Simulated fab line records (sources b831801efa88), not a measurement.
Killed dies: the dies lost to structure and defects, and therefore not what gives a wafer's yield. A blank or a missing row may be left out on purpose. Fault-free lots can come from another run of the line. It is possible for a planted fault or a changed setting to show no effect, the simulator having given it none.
One fault through the eyes of 2 desks    flow gf180mcu    only its own numbers are on each desk; what lay behind them is given at the end

== THE TOOL OWNER'S DESK: furnace-02 ==
The tool's own readings at GF_DUAL_GATE_OXIDATION_15 (stabilise 600 s, purge 300 s, target thk 7.098 nm): means of the sampled wafers that have a number, for each lot that ran on this tool. A lot is out of limits, marked OUT, if its mean lies more than 4 standard deviations from the usual mean; the brackets give that distance.
Columns: A = spike tc centre C at GF_DUAL_GATE_OXIDATION_15, usual 850.1 C; B = spike tc lower C at GF_DUAL_GATE_OXIDATION_15, usual 850.3 C; C = tube_center_temp_C_max at GF_DUAL_GATE_OXIDATION_15, usual 852.2; D = zone power centre pct at GF_DUAL_GATE_OXIDATION_15, usual 17.4 %; E = zone power top pct at GF_DUAL_GATE_OXIDATION_15, usual 29.4 %
lot   first seen here  A      B      C      D     E
L391  day 9 15:28      849.8  849.4  851.9  17.2  30.0
L393  day 10 11:01     849.1  848.6  852.4  16.9  29.9
L395  day 10 23:55     850.3  850.2  852.3  17.0  30.3
L397  day 11 11:32     849.9  849.1  852.0  17.1  29.9
L400  day 12 10:48     849.4  849.3  852.2  17.0  29.7
L401  day 12 18:41     850.5  850.0  852.2  17.0  30.2
L402  day 13 00:09     849.8  850.3  852.1  17.1  29.9
L404  day 13 18:53     848.8  849.2  852.3  17.0  30.0
This desk found nothing out of limits on any of the 8 lots.

== AT THE METROLOGY DESK ==
What the gauges read, lot by lot, whatever tool the lot ran on: means of the sampled wafers that have a number. A lot is out of limits, marked OUT, if its mean lies more than 4 standard deviations from the usual mean; the brackets give that distance.
Columns: A = V5_W_THK at GF_V5_THK_MEAS_25, usual 348 nm; B = TOP_METAL_ALCU_RS at GF_TOP_METAL_RS_MEAS_05, usual 0.0326 ohm/sq
lot   first seen here  A    B
L389  day 28 05:02     346  0.0332
L390  day 28 11:25     352  0.0329
L391  day 29 04:04     343  0.0325
L392  day 29 08:25     346  0.0320
L393  day 29 10:30     344  0.0322
L395  day 30 00:28     350  0.0323
L396  day 30 08:59     342  0.0328
L397  day 30 12:58     344  0.0327
L398  day 30 18:04     345  0.0329
L399  day 31 10:06     351  0.0323
L400  day 31 11:46     348  0.0321
L401  day 31 15:58     352  0.0326
L402  day 31 19:32     348  0.0330
L404  day 32 14:27     355  0.0321
This desk found nothing out of limits on any of the 14 lots.

== PUT TOGETHER ==
The desk of the tool owner found nothing out of limits.
Nothing out of limits was seen by the metrology desk.

== WHAT WAS PUT IN BY THE SIMULATOR ==
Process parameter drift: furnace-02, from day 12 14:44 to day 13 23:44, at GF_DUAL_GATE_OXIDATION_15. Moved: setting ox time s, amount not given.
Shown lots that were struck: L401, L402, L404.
